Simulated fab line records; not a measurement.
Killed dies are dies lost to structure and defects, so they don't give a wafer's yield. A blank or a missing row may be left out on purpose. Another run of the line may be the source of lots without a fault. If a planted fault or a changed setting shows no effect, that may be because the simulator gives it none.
Problem report in the 8D (eight disciplines) form, filled by code + flow sfq-line + the parts of the form that need people (team, actions taken, sign-off) are left out

== 1. WHAT WENT WRONG ==
Wafers without a fault read 70.1 s, standard deviation 0.41; run-length-s at SFQ_TRILAYER_I7_VIA_BARC_OPEN_VIA_ETCH_260 reads a mean of 73.4 s on 3 wafers belonging to 3 lots. Measured from the usual mean, that is +8.1 standard deviations.
The step: etches BARC in O2, target depth 125 nm, time 41.7 s.
The first sign was on wafer L266.4 at day 87 23:07, on rie-diel-01. Wafers with a number at this step in the record: 45, from 15 lots. By rule, "out" or "out of limits" means more than 4 standard deviations away from the usual mean. Any other wafer with a number is counted as sound.

== 2. WHAT IT IS, WHAT IT ISN'T ==
| question                    | is                           | is not                                                                                 |
|-----------------------------|------------------------------|----------------------------------------------------------------------------------------|
| which readings at this step | run-length-s, oes-product-au | drypump-motor-current-A                                                                |
| which lots                  | L266, L268, L270             | L250, L251, L252, L254, L255, L256, L259, L260, L261, L262, L271, L272                 |
| which wafers of those lots  | L266.4, L268.6, L270.5       | L266.2, L266.6, L268.2, L268.4, L270.2, L270.6                                         |
| read on which tools         | rie-diel-01                  | rie-diel-02, rie-diel-03                                                               |
| when                        | from day 87 23:07            | up to then (32 sound wafers); but 10 sound wafers of L268, L270, L271, L272 came after |

== 3. THE SUSPECTS, EACH WITH WHAT RULES IT OUT ==
Counting: any tool at a process step up to the reading remains a suspect provided it ran every lot that is out. Sound lots after the first of them don't rule it out here, since some wafers of a struck lot are sound.
- rie-diel-01 at SFQ_TRILAYER_I7_VIA_BARC_OPEN_VIA_ETCH_260 (etches BARC in O2, target depth 125 nm, time 41.7 s): kept. It ran every lot that is out, first L266 (day 87 23:07); its last sound lot up to then is L261 (day 83 07:08). Its own readings are out on those wafers: oes-product-au, run-length-s.
- In rie-diel-01 at SFQ_TRILAYER_I7_VIA_BARC_OPEN_VIA_ETCH_260, the wafers that are out were processed in chamber 1 and their sound lot-mates in chambers 0, 2, 3.
The count leaves rie-diel-01 at SFQ_TRILAYER_I7_VIA_BARC_OPEN_VIA_ETCH_260.

== 4. THE CAUSE (what the simulator had put in) ==
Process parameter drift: rie-diel-01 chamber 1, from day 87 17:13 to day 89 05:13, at SFQ_TRILAYER_I7_VIA_BARC_OPEN_VIA_ETCH_260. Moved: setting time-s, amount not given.
The count eliminated every tool but this one.

== 5. THE CHAIN OF EFFECTS, in route order ==
Each row: a reading whose mean over the struck wafers that have a number lies more than 3 standard deviations from the usual. Scope: only readings with a usual standard deviation given in the record; hours: median across lots of the time from each lot's start at the first step in this table that gives one to its start at this step; sigmas: change in usual standard deviations.
| hours | step                                       | reading        | usual      | on struck wafers | change | sigmas |
|-------|--------------------------------------------|----------------|------------|------------------|--------|--------|
| 0     | SFQ_TRILAYER_I7_VIA_BARC_OPEN_VIA_ETCH_260 | oes-product-au | 0.684 a.u. | 0.657            | -0.027 | -6.1   |
| 0     | SFQ_TRILAYER_I7_VIA_BARC_OPEN_VIA_ETCH_260 | run-length-s   | 70.1 s     | 73.4             | +3.3   | +8.1   |
Its process steps:
- SFQ_TRILAYER_I7_VIA_BARC_OPEN_VIA_ETCH_260: etches BARC in O2, target depth 125 nm, time 41.7 s.

== 6. WHAT WOULD HAVE CAUGHT IT SOONER ==
First out-of-limits reading in this record: day 87 23:07, which is 6 hours after fault onset at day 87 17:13.
